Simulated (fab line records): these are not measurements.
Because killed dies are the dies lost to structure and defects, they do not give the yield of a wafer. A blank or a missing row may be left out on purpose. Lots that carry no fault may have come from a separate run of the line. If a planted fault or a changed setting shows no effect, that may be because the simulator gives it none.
Chamber matching ; flow gf180mcu ; GF_M5_ETCH_09 on rie-diel-04 has 4 sister chambers
The step etches Si3N4 in CF4/O2, target depth 52 nm, time 11.6 s. 16 wafers are shown with their chamber, then 8 later ones without.

## WAFERS PAIRED WITH THEIR CHAMBERS
wafer;chamber;drypump-motor-current-A (A);oes-product-au (a.u.);bias-w (W)
L074.1;0;5.1;0.989;150.3
L074.2;2;6.6;0.994;150.3
L074.6;0;5.1;0.984;149.6
L075.1;3;6.1;1.005;149.2
L075.2;0;5.1;0.996;149.7
L075.3;2;6.6;1.001;149.7
L078.1;0;5.2;0.994;149.4
L078.3;2;6.5;0.998;149.9
L078.4;3;6.1;1.003;150.2
L085.1;2;6.5;1.005;149.9
L085.3;3;6.1;1.006;150.0
L085.4;3;6.1;0.991;150.2
L088.2;2;6.6;1.001;150.1
L088.4;1;5.3;0.999;149.4
L088.5;3;6.0;0.998;150.0
L090.1;0;5.1;0.985;149.6

SIGNATURES (means of the wafers above)
reading;chamber 0;chamber 1;chamber 2;chamber 3;scatter within a chamber
drypump-motor-current-A;5.120;5.300;6.560;6.080;0.0483
oes-product-au;0.98960;0.99900;0.99980;1.00060;0.00527
bias-w;149.720;149.400;149.980;149.920;0.337
Rule: distance of a wafer from a chamber = root of the sum over the readings of ((wafer's reading minus chamber's mean) / reading's scatter) squared. If the next closest chamber is less than 2 further off than the closest, the wafer can't be placed; otherwise it belongs to the closest. The scatter: take each reading less its chamber's mean, square it, sum over the shown wafers, divide by the number of wafers less the number of chambers, and take the root.

## WAFERS MISSING THEIR CHAMBER
wafer;drypump-motor-current-A (A);oes-product-au (a.u.);bias-w (W)
L090.3;6.5;1.004;150.7
L090.4;6.0;1.000;150.2
L091.1;6.1;1.002;149.5
L091.3;5.4;0.995;149.5
L091.4;6.6;0.997;150.0
L094.1;5.3;0.991;149.5
L094.5;5.4;0.994;149.9
L094.6;6.5;0.991;149.5

## WHICH CHAMBER EACH ONE RAN IN
wafer;from the rows above;in truth
L090.3;2;2
L090.4;3;3
L091.1;3;3
L091.3;1;1
L091.4;2;2
L094.1;1;1
L094.5;1;1
L094.6;2;2
8 of 8 placed correctly. Number that these rows cannot place: 0. Placed wrongly: 0.
